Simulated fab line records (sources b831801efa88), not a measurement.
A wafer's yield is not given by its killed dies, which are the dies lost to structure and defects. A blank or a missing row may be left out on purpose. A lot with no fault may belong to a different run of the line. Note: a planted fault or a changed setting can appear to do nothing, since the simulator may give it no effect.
The tool behind it: which one? -- flow gf180mcu -- 6 lots, 18 wafers sampled, at 4 steps of a route of 602

== WHAT EACH GAUGE READ, for each wafer ==
GF_V2_THK_MEAS_01.
lot,measured,on,V2_CVD_00_THK (nm)
L129,day 19 20:39,film metro-04,599 596 604
L132,day 21 16:00,film metro-02,592 591 597
L134,day 22 15:12,film metro-01,599 595 596
L143,day 25 14:51,film metro-02,592 601 596
L147,day 26 15:22,film metro-02,603 607 602
L149,day 26 21:40,film metro-01,597 608 595

== EACH LOT AND THE TOOL THAT RAN IT (in order: tool; ch and the chambers of the sampled wafers; start) ==
lot,GF_V1_CMP_26,GF_M2_SPUTTER_04,GF_V2_CVD_00
L129,"cmp-02 ch 1,2,3, day 18 18:47","pvd sputter-03, day 18 19:16","hdpcvd-01 ch 0,1,2, day 19 20:35"
L132,"cmp-01 ch 0,1,2, day 20 13:45","pvd sputter-04, day 20 14:14","hdpcvd-02 ch 0,1,2, day 21 15:56"
L134,"cmp-02 ch 0,3, day 21 14:28","pvd sputter-04, day 21 14:54","hdpcvd-02 ch 0,2, day 22 15:08"
L143,"cmp-01 ch 0,1,3, day 24 15:17","pvd sputter-01, day 24 15:43","hdpcvd-01 ch 0,2, day 25 14:46"
L147,"cmp-01 ch 0,1,3, day 25 16:36","pvd sputter-04, day 25 16:59","hdpcvd-02 ch 0,2, day 26 15:17"
L149,"cmp-02 ch 0,3, day 25 22:37","pvd sputter-04, day 25 23:06","hdpcvd-02 ch 0,1,2, day 26 21:34"
- GF_V1_CMP_26: polishes, stops on SiO2, t overpolish 15 s, target thk 0 nm.
- GF_M2_SPUTTER_04: material TiN, target thk 50 nm, time 41.7 s.
- GF_V2_CVD_00: deposits SiO2, target thk 600 nm, time 100 s.

== THE ANSWER, worked out from the rows above alone ==
Rule: the lots themselves supply what counts as usual. The widest of any qualifying gaps counts: lots, ordered by their means at a reading, are off when they make up no more than a third of the lots, leave a main group of 4 or more, and stand apart from it by 3 or more times the standard deviation of that group's means. Not used: any main group whose means are identical at the precision the tables above print for the reading. Also off: a lot with no number at a reading for which 4 or more lots have one. Where the step has rows for the other lots, those lots are counted as sound.
Across all readings shown, no lot is off: no conclusion can be drawn from this.

== WHAT HAD BEEN PUT IN BY THE SIMULATOR ==
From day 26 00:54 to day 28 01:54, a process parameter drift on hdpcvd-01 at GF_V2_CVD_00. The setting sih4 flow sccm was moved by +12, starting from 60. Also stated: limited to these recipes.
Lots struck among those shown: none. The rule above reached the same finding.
